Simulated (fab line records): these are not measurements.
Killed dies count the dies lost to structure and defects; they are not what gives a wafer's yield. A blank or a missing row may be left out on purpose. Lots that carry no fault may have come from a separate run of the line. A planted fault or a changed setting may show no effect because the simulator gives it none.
fab line records	flow sky130
[record] lots = 6	wafers = 18	lastDay = 49
route steps=708 shown RES_XHIGH@334 SD_N@342 PAD_OPEN@708
lots with no fault: from the same line, run without faults
startH: hours from the record's first day to the start of the lot's first wafer shown	waitH: how many hours have passed since the lot's step before this one	" same as the row above	L1.1+2: a single row standing in for several wafers	- no value, or no start given	* or withheld: withheld	< > ~ a bound
route shown NAME@n: a module of which the file shows steps, and the number in the route of the first	usual: mean and standard deviation over wafers with no fault	same: alike in all rows	chamber/n: place in a boat	sites: the reading at each site	_std_site: their standard deviation	_edge_site: the outer-site mean with the inner-site mean subtracted	radiusMm: how far each site lies from the wafer's centre	mask NAME#n: copy n	behind: the most recent tool/chamber to have shaped the wafer	hold: why the lot was held/for how many hours/how that ended	device: whichever transistor did not switch (one of n, p or np)	end of line: the route-end tests of the same wafers	a step with no rows: only its recipe	killed: dies lost to structure and defects at the first sort, not the wafer's yield	map: shows each die of a wafer: x if killed, . if not, _ if none is there
set.NAME: the run value of the setting; set.NAME@STEP: its run value at that earlier step	model.NAME: the simulator's own value behind a step, which no gauge read
certain route steps with their lots: each step a table, each wafer a row
services: the hour from which a tool's chamber was out of use, counted from the record's first day as startH (under 0 if before that day), plus the number of hours and why
[[steps]]
[step SKY_RES_XHIGH_COAT_02]
[recipe] resist = NOVOLAK	spinRpm = 3000	resistThkNm = 1140
[step SKY_RES_XHIGH_SOFTBAKE_03]
[recipe] tempC = 90	timeS = 60	resist = NOVOLAK
[step SKY_RES_XHIGH_EXPOSE_04]
[recipe] maskId = URPM	na = 0.6	sourceShape = conventional	sigmaOuter = 0.6	polarization = unpolarized	targetCdNm = 1270	doseMj = 140
[step SKY_RES_XHIGH_PEB_05]
[recipe] tempC = withheld	timeS = *	resist = NOVOLAK
[step SKY_RES_XHIGH_DEVELOP_06]
[recipe] resist = NOVOLAK	developer = TMAH	developTimeS = 60	devTempC = 23
[step SKY_RES_XHIGH_IMPLANT_07]
[recipe] species = BF2	energyKev = 20	doseCm2 = 3.6e+14	tiltDeg = 0
[step SKY_RES_XHIGH_STRIP_08]
[recipe] chemistry = O2/N2	powerW = 1400	pressureMtorr = 1500	platenTempC = withheld	o2FlowSccm = 3000	n2FlowSccm = 300	overashFraction = 0.5
[usual] drypumpMotorCurrentA = 5.5/0.47	o2FlowSccm = 3001/9.4	oesProductAu = 0.712/0.0047	stripTimeToEndpointS = 14.25/0.045
lot.wafer	tool	chamber	startH	waitH	drypumpMotorCurrentA	o2FlowSccm	oesProductAu	rfHoursCounterH	stripTimeToEndpointS
L797.2	plasmaAsher-02	0	630.13	0.1	6.3	2987	0.720	20	14.29
L797.5	"	0	"	"	6.3	2984	0.708	-	14.23
L797.6	"	1	"	"	5.6	2997	0.712	-	14.32
L801.3	plasmaAsher-03	1	662.02	0.1	5.3	3012	0.718	-	14.28
L801.5	"	1	"	"	5.3	2990	0.715	-	14.28
L801.6	"	0	"	"	5.5	3009	0.708	-	14.29
L802.2	plasmaAsher-01	1	674.93	0.1	5.1	3003	0.721	101	14.22
L802.5	"	0	"	"	4.9	3010	0.715	-	14.24
L802.6	"	1	"	"	5.1	3017	0.709	-	14.32
L805.2	plasmaAsher-01	1	692.82	0.1	5.1	3007	0.715	102	14.30
L805.4	"	1	"	"	5.1	2996	0.713	-	14.30
L805.6	"	1	"	"	5.1	3004	0.714	-	14.28
L810.2	plasmaAsher-01	1	731.27	0.1	5.1	3006	0.715	107	14.18
L810.4	"	1	"	"	5.1	3020	0.706	-	14.22
L810.5	"	0	"	"	4.9	3009	0.705	-	14.23
L811.2	plasmaAsher-03	1	742.08	0.1	5.3	2992	0.710	88	14.16
L811.4	"	1	"	"	5.3	3009	0.702	-	14.21
L811.6	"	0	"	"	5.6	3021	0.714	-	14.19
[step SKY_RES_XHIGH_TW_MEAS_09]
[usual] RES_XHIGH_TW = 1642/7.9
lot.wafer	tool	chamber	startH	waitH	RES_XHIGH_TW
L797.2	filmMetro-03	-	630.24	0.1	1642
L797.5	"	-	"	"	1639
L797.6	"	-	"	"	1639
L801.3	filmMetro-03	-	662.10	0.1	1634
L801.5	"	-	"	"	1632
L801.6	"	-	"	"	1627
L802.2	filmMetro-03	-	675.04	0.1	1643
L802.5	"	-	"	"	1645
L802.6	"	-	"	"	1645
L805.2	filmMetro-01	-	692.93	0.1	1646
L805.4	"	-	"	"	1650
L805.6	"	-	"	"	1647
L810.2	filmMetro-03	-	731.38	0.1	1645
L810.4	"	-	"	"	1648
L810.5	"	-	"	"	1655
L811.2	filmMetro-01	-	742.19	0.1	1648
L811.4	"	-	"	"	1654
L811.6	"	-	"	"	1652
[step SKY_SD_N_DEHYDRATE_00]
[recipe] tempC = 200	timeS = 60
[step SKY_SD_N_HMDS_01]
[recipe] primeTimeS = 60	primeTempC = 120
[step SKY_SD_N_COAT_02]
[recipe] resist = NOVOLAK	spinRpm = 3000	resistThkNm = 1140
[step SKY_SD_N_SOFTBAKE_03]
[recipe] tempC = 90	timeS = 60	resist = NOVOLAK
[step SKY_SD_N_EXPOSE_04]
[recipe] maskId = NSDM	na = 0.6	sourceShape = conventional	sigmaOuter = 0.6	polarization = unpolarized	targetCdNm = 380	doseMj = 141
lot.wafer	tool	chamber	startH	waitH	mask	model.SD_N.overlayXNm
L797.2+5+6	ilineStepper-01	0	644.38	-	NSDM#0	0.8524
L801.3+5+6	ilineStepper-02	0	675.56	-	NSDM#0	0.9244
L802.2+5+6	ilineStepper-01	0	689.33	-	NSDM#0	60.67
L805.2+4+6	ilineStepper-01	0	706.08	-	NSDM#0	59.55
L810.2+4+5	ilineStepper-02	0	744.10	-	NSDM#0	-0.9014
L811.2+4+6	ilineStepper-02	0	755.94	-	NSDM#0	0.4131
[step SKY_SD_N_PEB_05]
[recipe] tempC = withheld	timeS = *	resist = NOVOLAK
[step SKY_SD_N_DEVELOP_06]
[recipe] resist = NOVOLAK	developer = TMAH	developTimeS = 60	devTempC = 23
[step SKY_SD_N_CD_MEAS_07]
[recipe] targetCdNm = 380
[usual] cdNm = 380.5/2.8
lot.wafer	tool	chamber	startH	waitH	cdNm
L797.2	cdSem-01	-	658.80	0.1	380.6
L797.5	"	-	"	"	380.1
L797.6	"	-	"	"	382.2
L801.3	cdSem-02	-	690.16	0.1	380.0
L801.5	"	-	"	"	377.3
L801.6	"	-	"	"	377.8
L802.2	cdSem-01	-	702.90	0.1	378.9
L802.5	"	-	"	"	378.2
L802.6	"	-	"	"	377.4
L805.2	cdSem-02	-	720.35	0.1	377.7
L805.4	"	-	"	"	381.4
L805.6	"	-	"	"	381.0
L810.2	cdSem-01	-	757.70	0.1	383.1
L810.4	"	-	"	"	387.7
L810.5	"	-	"	"	386.8
L811.2	cdSem-02	-	769.00	0.1	378.0
L811.4	"	-	"	"	380.4
L811.6	"	-	"	"	380.9
[step SKY_SD_N_OVL_MEAS_08]
[usual] SD_N_OVL = 0.2/1.4
lot.wafer	tool	chamber	startH	waitH	SD_N_OVL[nm]
L797.2	overlay-02	-	658.91	0.1	-0.5
L797.5	"	-	"	"	1.0
L797.6	"	-	"	"	0.3
L801.3	overlay-02	-	690.25	0.1	0.7
L801.5	"	-	"	"	1.5
L801.6	"	-	"	"	-0.6
L802.2	overlay-01	-	703.01	0.1	59.2
L802.5	"	-	"	"	59.4
L802.6	"	-	"	"	59.5
L805.2	overlay-02	-	720.46	0.1	60.7
L805.4	"	-	"	"	60.6
L805.6	"	-	"	"	61.1
L810.2	overlay-01	-	757.81	0.1	0.3
L810.4	"	-	"	"	-0.2
L810.5	"	-	"	"	-0.6
L811.2	overlay-02	-	769.11	0.1	1.9
L811.4	"	-	"	"	-0.3
L811.6	"	-	"	"	-1.0
[step SKY_SD_N_IMPLANT_09]
[recipe] species = As	energyKev = 50	doseCm2 = 4e+15	tiltDeg = 0
[step SKY_PAD_OPEN_PROBE_99]
[usual] killed_at_M0_to_M3 = 43/7.1	killed_at_M4_up = 3.1/1.7	killedAtContacts = 23/5.1	killedAtFrontEnd = 14/4.4	killedAtOther = 0.3/0.47	killedDies = 84/9.9	killedOnRim = 16/3.8	killedOpen = 45/6.6	killedShort = 38/6.8
[same] grossDies = 492	killedAtBackSide = 0
lot.wafer	tool	chamber	startH	waitH	killed_at_M0_to_M3	killed_at_M4_up	killedAtContacts	killedAtFrontEnd	killedAtOther	killedDies	killedOnRim	killedOpen	killedShort
L797.2	prober-01	-	1085.39	0.1	39	5	26	14	0	84	21	45	39
L797.5	prober-01	-	1085.54	0.2	45	2	28	16	1	92	17	58	34
L797.6	prober-01	-	1085.59	0.2	44	7	26	18	0	95	12	44	51
L801.3	prober-01	-	1108.37	0.2	42	2	22	10	0	76	13	38	38
L801.5	prober-01	-	1108.47	0.2	51	4	18	17	0	90	17	49	41
L801.6	prober-01	-	1108.52	0.2	45	4	25	19	0	93	16	50	43
L802.2	prober-02	-	1120.66	0.1	44	4	21	14	0	83	13	48	35
L802.5	prober-02	-	1120.81	0.2	29	6	33	18	1	87	18	45	42
L802.6	prober-02	-	1120.86	0.2	38	3	16	18	1	76	18	44	32
L805.2	prober-02	-	1131.57	0.1	53	1	21	8	0	83	14	42	41
L805.4	prober-02	-	1131.67	0.2	39	2	28	11	0	80	16	46	34
L805.6	prober-02	-	1131.77	0.2	40	2	22	9	0	73	15	39	34
L810.2	prober-01	-	1158.90	0.1	50	0	23	19	0	92	13	53	39
L810.4	prober-01	-	1159.00	0.2	45	5	24	6	0	80	14	41	39
L810.5	prober-01	-	1159.05	0.2	45	5	13	14	0	77	13	43	34
L811.2	prober-02	-	1165.43	0.1	35	2	31	13	0	81	16	48	33
L811.4	prober-02	-	1165.53	0.2	36	4	29	8	0	77	13	40	37
L811.6	prober-02	-	1165.63	0.2	55	4	17	14	0	90	18	43	47
// killed by level:class
L797.2 VIA2:geometricParticle:open=8 LI_CONTACT:geometricParticle:open=7 CONTACT:geometricParticle:open=7 VIA1:geometricParticle:open=7 CONTACT:geometricParticle:short=6 METAL1:geometricParticle:short=5 METAL2:geometricParticle:short=5 POLY_GATE:geometricParticle:open=4
L797.5 VIA1:geometricParticle:open=13 CONTACT:geometricParticle:open=13 LI_CONTACT:geometricParticle:open=6 METAL2:geometricParticle:short=6 VIA2:geometricParticle:open=6 METAL1:geometricParticle:short=5 VIA3:geometricParticle:open=5 FIELD_ISO:geometricParticle:short=4
L797.6 CONTACT:geometricParticle:open=10 POLY_GATE:geometricParticle:short=9 VIA2:geometricParticle:open=7 VIA3:geometricParticle:open=7 VIA1:geometricParticle:short=7 VIA1:geometricParticle:open=7 LI_CONTACT:geometricParticle:open=6 METAL1:geometricParticle:short=5
L801.3 CONTACT:geometricParticle:open=9 METAL1:geometricParticle:short=8 METAL2:geometricParticle:short=7 VIA2:geometricParticle:open=6 VIA1:geometricParticle:open=6 CONTACT:geometricParticle:short=5 VIA3:geometricParticle:open=4 FIELD_ISO:geometricParticle:open=3
L801.5 VIA1:geometricParticle:open=12 VIA3:geometricParticle:open=8 FIELD_ISO:geometricParticle:short=7 VIA1:geometricParticle:short=7 VIA2:geometricParticle:open=7 CONTACT:geometricParticle:short=6 FIELD_ISO:geometricParticle:open=6 LI_CONTACT:geometricParticle:open=6
L801.6 LI_CONTACT:geometricParticle:open=9 VIA1:geometricParticle:open=9 CONTACT:geometricParticle:open=7 METAL1:geometricParticle:short=7 VIA2:geometricParticle:open=7 POLY_GATE:geometricParticle:short=6 FIELD_ISO:geometricParticle:short=5 CONTACT:geometricParticle:short=5
L802.2 LI_CONTACT:geometricParticle:open=9 VIA1:geometricParticle:open=9 VIA2:geometricParticle:open=8 FIELD_ISO:geometricParticle:open=6 METAL1:geometricParticle:short=6 VIA3:geometricParticle:open=6 METAL2:geometricParticle:short=5 CONTACT:geometricParticle:short=4
L802.5 CONTACT:geometricParticle:open=14 LI_CONTACT:geometricParticle:open=8 VIA1:geometricParticle:open=7 POLY_GATE:geometricParticle:short=6 LOCAL_INTERCONNECT:geometricParticle:short=5 FIELD_ISO:geometricParticle:short=4 POLY_GATE:geometricParticle:open=4 METAL1:geometricParticle:short=4
L802.6 VIA1:geometricParticle:open=11 CONTACT:geometricParticle:open=7 METAL2:geometricParticle:short=7 LI_CONTACT:geometricParticle:open=6 FIELD_ISO:geometricParticle:open=5 POLY_GATE:geometricParticle:open=5 POLY_GATE:geometricParticle:short=4 VIA3:geometricParticle:open=4
L805.2 VIA1:geometricParticle:open=15 VIA1:geometricParticle:short=9 CONTACT:geometricParticle:open=8 CONTACT:geometricParticle:short=7 VIA2:geometricParticle:open=7 METAL2:geometricParticle:short=6 VIA3:geometricParticle:open=4 FIELD_ISO:geometricParticle:short=3
L805.4 CONTACT:geometricParticle:open=10 VIA1:geometricParticle:open=9 VIA2:geometricParticle:open=7 LI_CONTACT:geometricParticle:open=6 LOCAL_INTERCONNECT:geometricParticle:short=5 CONTACT:geometricParticle:short=5 FIELD_ISO:geometricParticle:open=4 POLY_GATE:geometricParticle:short=3
L805.6 VIA3:geometricParticle:open=9 CONTACT:geometricParticle:open=8 VIA1:geometricParticle:open=6 METAL1:geometricParticle:short=6 VIA2:geometricParticle:open=6 LOCAL_INTERCONNECT:geometricParticle:short=5 VIA1:geometricParticle:short=5 LI_CONTACT:geometricParticle:open=4
L810.2 VIA1:geometricParticle:open=12 VIA1:geometricParticle:short=10 LI_CONTACT:geometricParticle:open=8 CONTACT:geometricParticle:open=8 VIA2:geometricParticle:short=6 VIA2:geometricParticle:open=6 POLY_GATE:geometricParticle:open=5 METAL2:geometricParticle:short=5
L810.4 VIA1:geometricParticle:open=10 VIA1:geometricParticle:short=9 LOCAL_INTERCONNECT:geometricParticle:short=8 VIA3:geometricParticle:open=7 LI_CONTACT:geometricParticle:open=6 METAL2:geometricParticle:short=6 CONTACT:geometricParticle:open=5 VIA2:geometricParticle:short=4
L810.5 VIA1:geometricParticle:open=11 METAL1:geometricParticle:short=10 CONTACT:geometricParticle:open=7 VIA3:geometricParticle:open=7 FIELD_ISO:geometricParticle:short=5 LI_CONTACT:geometricParticle:open=5 VIA2:geometricParticle:open=5 POLY_GATE:geometricParticle:open=4
L811.2 LI_CONTACT:geometricParticle:open=13 CONTACT:geometricParticle:open=12 METAL2:geometricParticle:short=8 METAL3:geometricParticle:short=4 VIA1:geometricParticle:open=4 VIA3:geometricParticle:open=4 FIELD_ISO:geometricParticle:short=3 POLY_GATE:geometricParticle:short=3
L811.4 CONTACT:geometricParticle:open=11 VIA2:geometricParticle:open=8 LI_CONTACT:geometricParticle:open=7 VIA3:geometricParticle:open=6 CONTACT:geometricParticle:short=5 METAL1:geometricParticle:short=5 LOCAL_INTERCONNECT:geometricParticle:short=4 VIA3:geometricParticle:short=4
L811.6 METAL1:geometricParticle:short=9 VIA2:geometricParticle:open=9 VIA1:geometricParticle:open=7 VIA2:geometricParticle:short=7 CONTACT:geometricParticle:open=6 LI_CONTACT:geometricParticle:open=5 VIA1:geometricParticle:short=5 FIELD_ISO:geometricParticle:short=4
[[services]]
tool	chamber	startH	hours	kind
plasmaAsher-03	-	623.90	3.5	repair
plasmaAsher-02	-	641.04	1.4	repair
plasmaAsher-03	-	702.76	7.7	repair
plasmaAsher-01	-	733.75	9.0	pm
plasmaAsher-01	0	733.75	9.0	ventCycle
plasmaAsher-01	1	733.75	9.0	ventCycle
plasmaAsher-01	0	742.75	-	clean
plasmaAsher-01	1	742.75	-	clean
plasmaAsher-01	-	750.62	2.0	repair
[[key]]
[firstSign] step = SKY_SD_N_OVL_MEAS_08	reading = SD_N_OVL	direction = up	sigmas = 44	usual = 0.2	struck = 60.1
effect none on later readings
[modelEffect] step = SKY_SD_N_EXPOSE_04	value = SD_N.overlayXNm	without = 1.226	struck = 60.11
metAt SKY_SD_N_EXPOSE_04
struckWafers L802.2,L802.5,L802.6,L805.2,L805.4,L805.6
testerLeftOut L802,L805
onsetBetween 644.38 689.33
[fault] kind = scannerMatchingOverlay	tool = ilineStepper-01	chamber = -	onsetH = 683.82	steps = SKY_SD_N_EXPOSE_04	offset = 58.885
// testerLeftOut: of these lots the tester's yield and bins aren't shown, on N5 and GAA mostly nor the transistor test; their killed dies are dies lost to structure and defects alone, not to doping, threshold or leakage, so they don't give the yield
